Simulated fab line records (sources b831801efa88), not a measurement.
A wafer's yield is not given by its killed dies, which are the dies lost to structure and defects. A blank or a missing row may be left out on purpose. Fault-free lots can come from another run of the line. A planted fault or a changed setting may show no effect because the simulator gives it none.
Which tool is to blame? :: flow sky130 :: 36 wafers from 12 lots sampled at 2 of the route's 708 steps

== WHAT EACH GAUGE READ, for each wafer ==
SKY_VIA2_CD_MEAS_12: target cd 200 nm.
lot: L779
measured: day 37 13:49
on: cd_sem-02
cd_nm (nm): 201.1 201.0 199.4

lot: L783
measured: day 38 02:16
on: cd_sem-02
cd_nm (nm): 199.7 198.4 199.7

lot: L788
measured: day 39 13:01
on: cd_sem-02
cd_nm (nm): 200.1 199.8 199.5

lot: L790
measured: day 40 09:23
on: cd_sem-01
cd_nm (nm): 198.3 198.0 197.8

lot: L791
measured: day 40 12:11
on: cd_sem-01
cd_nm (nm): 199.5 198.6 199.0

lot: L792
measured: day 41 01:07
on: cd_sem-01
cd_nm (nm): 202.0 201.6 201.9

lot: L793
measured: day 41 11:20
on: cd_sem-01
cd_nm (nm): 197.0 199.1 198.6

lot: L796
measured: day 42 00:26
on: cd_sem-01
cd_nm (nm): 202.4 202.0 204.3

lot: L797
measured: day 42 10:19
on: cd_sem-01
cd_nm (nm): 199.7 199.5 199.2

lot: L800
measured: day 44 02:10
on: cd_sem-02
cd_nm (nm): 200.2 199.9 200.4

lot: L801
measured: day 44 03:56
on: cd_sem-02
cd_nm (nm): 198.9 197.9 199.1

lot: L799
measured: day 44 06:41
on: cd_sem-01
cd_nm (nm): 200.7 201.1 200.7

SKY_VIA2_OVL_MEAS_13.
lot: L779
measured: day 37 13:55
on: overlay-01
VIA2_OVL (nm): -4 3 7

lot: L783
measured: day 38 02:23
on: overlay-02
VIA2_OVL (nm): 2 -1 11

lot: L788
measured: day 39 13:07
on: overlay-01
VIA2_OVL (nm): -1 1 -1

lot: L790
measured: day 40 09:31
on: overlay-01
VIA2_OVL (nm): 5 -1 1

lot: L791
measured: day 40 12:16
on: overlay-02
VIA2_OVL (nm): 5 2 3

lot: L792
measured: day 41 01:13
on: overlay-01
VIA2_OVL (nm): -3 1 2

lot: L793
measured: day 41 11:28
on: overlay-02
VIA2_OVL (nm): 5 -1 1

lot: L796
measured: day 42 00:32
on: overlay-01
VIA2_OVL (nm): 0 -14 -3

lot: L797
measured: day 42 10:24
on: overlay-02
VIA2_OVL (nm): 2 1 -3

lot: L800
measured: day 44 02:17
on: overlay-01
VIA2_OVL (nm): -4 4 3

lot: L801
measured: day 44 04:04
on: overlay-02
VIA2_OVL (nm): -7 -8 -13

lot: L799
measured: day 44 06:47
on: overlay-02
VIA2_OVL (nm): -4 -2 -3

== TOOL THAT RAN EACH LOT (tool first, then ch and the chambers of the sampled wafers, then the start) ==
The record holds no process step before these readings.

== AS READ BY THE TOOLS THEMSELVES (means over the sampled wafers that have a number; for cases with no such wafer, the mark the record gives instead) ==
The record holds no such reading with a usual standard deviation.

== THE ANSWER, worked out from the rows above alone ==
Rule: the lots themselves supply what counts as usual. Put in order of their means at a reading, lots are off if they are a third of the lots or fewer, leave a main group of 4 or more, and stand apart from it by a gap of 3 or more times the standard deviation of the main group's means; of several such gaps the widest counts. A main group whose means are all the same, to the digits that the tables above print for the reading, isn't used. Also off: a lot with no number at a reading for which 4 or more lots have one. Any other lot the step has rows for is counted as sound. After the gauges, taken in route order, come the tools' own readings; for these a lot's mean is taken, as printed above. At the first step where some lot is off, the reading lying furthest off is the one used; lots without a number count as furthest.
No lot is off on any of the readings shown, so nothing can be concluded from this.

== WHAT HAD BEEN PUT IN BY THE SIMULATOR ==
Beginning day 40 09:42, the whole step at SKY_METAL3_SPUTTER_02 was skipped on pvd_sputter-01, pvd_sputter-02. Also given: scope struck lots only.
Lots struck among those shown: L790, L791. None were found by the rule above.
